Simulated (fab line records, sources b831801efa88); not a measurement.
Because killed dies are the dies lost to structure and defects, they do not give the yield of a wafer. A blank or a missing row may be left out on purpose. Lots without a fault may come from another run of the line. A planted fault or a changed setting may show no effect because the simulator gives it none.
Struck lot and sound lot, side by side	flow sky130	18 out of 708 route steps
Sound: the wafers L453.1, L453.5, L453.6. Struck: wafer L459.1 (L459.2, L459.3, from the same lot, were not struck and are left out); the cause is given at the end.
At each step with rows: each side's tool, then ch and its chambers, then its first start. Under that, the readings that differ: sound wafers	struck wafers	difference of the means	sigmas: that difference in standard deviations of wafers without a fault.
alike: same words and numbers on both sides, and readings whose means sit less than 2 such deviations apart. not compared: any withheld reading, any reading some wafer has no value for, any bound like >300 that may hide the same value, and any number with overlapping values for which the record gives no deviation.
The two part at a step that has a row with sigmas, a row that says differs or no value, or rows on one side only. When numbers do not overlap yet have no deviation, they are printed without sigmas and do not part them. Lack of a reading on every wafer of one side parts them only where that side has two or more wafers.

first, 3 steps without rows for these wafers: SKY_VIA3_EXPOSE_09 (exposes mask VIM3, target cd 200 nm); SKY_VIA3_PEB_10; SKY_VIA3_DEVELOP_11 (develop time 60 s).
SKY_VIA3_CD_MEAS_12: target cd 200 nm.
  sound on cd_sem-02, day 40 14:58; struck on cd_sem-01, day 42 06:50
reading	sound	struck	difference	sigmas
cd_nm (nm)	199.6 200.6 200.6	203.1	+2.8	+2
SKY_VIA3_OVL_MEAS_13:
  sound on overlay-01, day 40 15:05; struck on overlay-02, day 42 06:58
reading	sound	struck	difference	sigmas
VIA3_OVL (nm)	-3 -3 -8	10	+15	+2
SKY_VIA3_ETCH_14: etches BARC in N2/H2, stops on SiO2, time 45.9 s, target depth 60 nm.
  sound on rie_diel-02 ch 0,1,3, day 40 15:07; struck on rie_diel-04 ch 2, day 42 07:00
  alike: drypump_motor_current_A, oes_product_au, throttle_valve_pct
  not compared: rf_hours_counter_h
SKY_VIA3_ETCH_15: etches SiO2 in C4F8/O2/Ar, stops on TiN, target depth 507 nm, time 78 s.
  sound on rie_diel-02 ch 0,1,3, day 40 15:10; struck on rie_diel-04 ch 2, day 42 07:02
  alike: oes_product_au
  not compared: rf_hours_counter_h
SKY_VIA3_STRIP_16: strips in O2/N2.
  sound on plasma_asher-03 ch 0,1, day 40 15:13; struck on plasma_asher-03 ch 0, day 42 07:06
  alike: drypump_motor_current_A, oes_product_au, strip_time_to_endpoint_s
  not compared: rf_hours_counter_h
then, 3 steps without rows for these wafers: SKY_VIA3_STRIP_17 (strips in post etch residue remover, time 1200 s); SKY_VIA3_CLEAN_18 (cleans in IPA, time 180 s); SKY_VIA3_CLEAN_19 (cleans in O3/DIW).
SKY_VIA3_SPUTTER_20: material TiN, target thk 20 nm, time 80 s.
  sound on pvd_sputter-03, day 40 16:24; struck on pvd_sputter-01, day 42 07:41
  alike: throttle_valve_pct
SKY_VIA3_CVD_21: deposits W, target thk 390 nm, time 117.31 s.
  sound on cvd_w-01 ch 0,1, day 40 16:28; struck on cvd_w-02 ch 1, day 42 07:45
reading	sound	struck	difference	sigmas
model.W_of_VIA3_CVD_21.thk_nm (nm)	396.1 394.7 389.8	213.9	-179.6	
  alike: heater_power_w, susceptor_temp_C
SKY_VIA3_RS_MEAS_22: the measuring method here is four-point-probe.
  sound on film_metro-03, day 40 16:35; struck on film_metro-03, day 42 07:52
reading	sound	struck	difference	sigmas
VIA3_W_RS (ohm/sq)	0.289 0.290 0.294	0.541	+0.250	+69
SKY_VIA3_THK_MEAS_23: measures by xrf.
  sound on film_metro-03, day 40 16:43; struck on film_metro-03, day 42 07:59
reading	sound	struck	difference	sigmas
VIA3_W_THK (nm)	401 395 393	215	-181	-26
SKY_VIA3_CMP_24: polishes, stops on SiO2, t overpolish 20 s, target thk 0 nm.
  sound on cmp-02 ch 0,3, day 40 16:46; struck on cmp-01 ch 3, day 42 08:17
reading	sound	struck	difference	sigmas
time_to_endpoint_s (s)	100 95 95	50	-47	-11
  alike: motor_current_A
SKY_METAL4_SPUTTER_00: material Ti, target thk 15 nm, time 10 s.
  sound on pvd_sputter-01, day 40 17:04; struck on pvd_sputter-03, day 42 08:32
  alike: throttle_valve_pct
-- the record jumps here: 6 days lie between the struck wafers' starts before and after (it left off in module METAL4 and takes up again in module PAD_OPEN, whose first step shown is number 708 of the route) --
SKY_PAD_OPEN_PROBE_99:
  sound on prober-01, day 46 18:50; struck on prober-01, day 48 05:21
  alike: defect_limited_yield, killed_at_M0_to_M3, killed_at_M4_up, killed_at_contacts, killed_at_front_end, killed_at_other, killed_dies, killed_open, killed_short, sort_bin_3_pad_short, sort_bin_5_function, sort_bin_6_memory, sort_bin_8_speed, sort_n_pass, sort_yield_pct

== WHERE THEY PART ==
Last at SKY_VIA3_CMP_24 as far as this record goes, first at SKY_VIA3_CD_MEAS_12. Later steps at which nothing parts them and some readings are alike: SKY_METAL4_SPUTTER_00, SKY_PAD_OPEN_PROBE_99.

WHY: what the simulator had put in
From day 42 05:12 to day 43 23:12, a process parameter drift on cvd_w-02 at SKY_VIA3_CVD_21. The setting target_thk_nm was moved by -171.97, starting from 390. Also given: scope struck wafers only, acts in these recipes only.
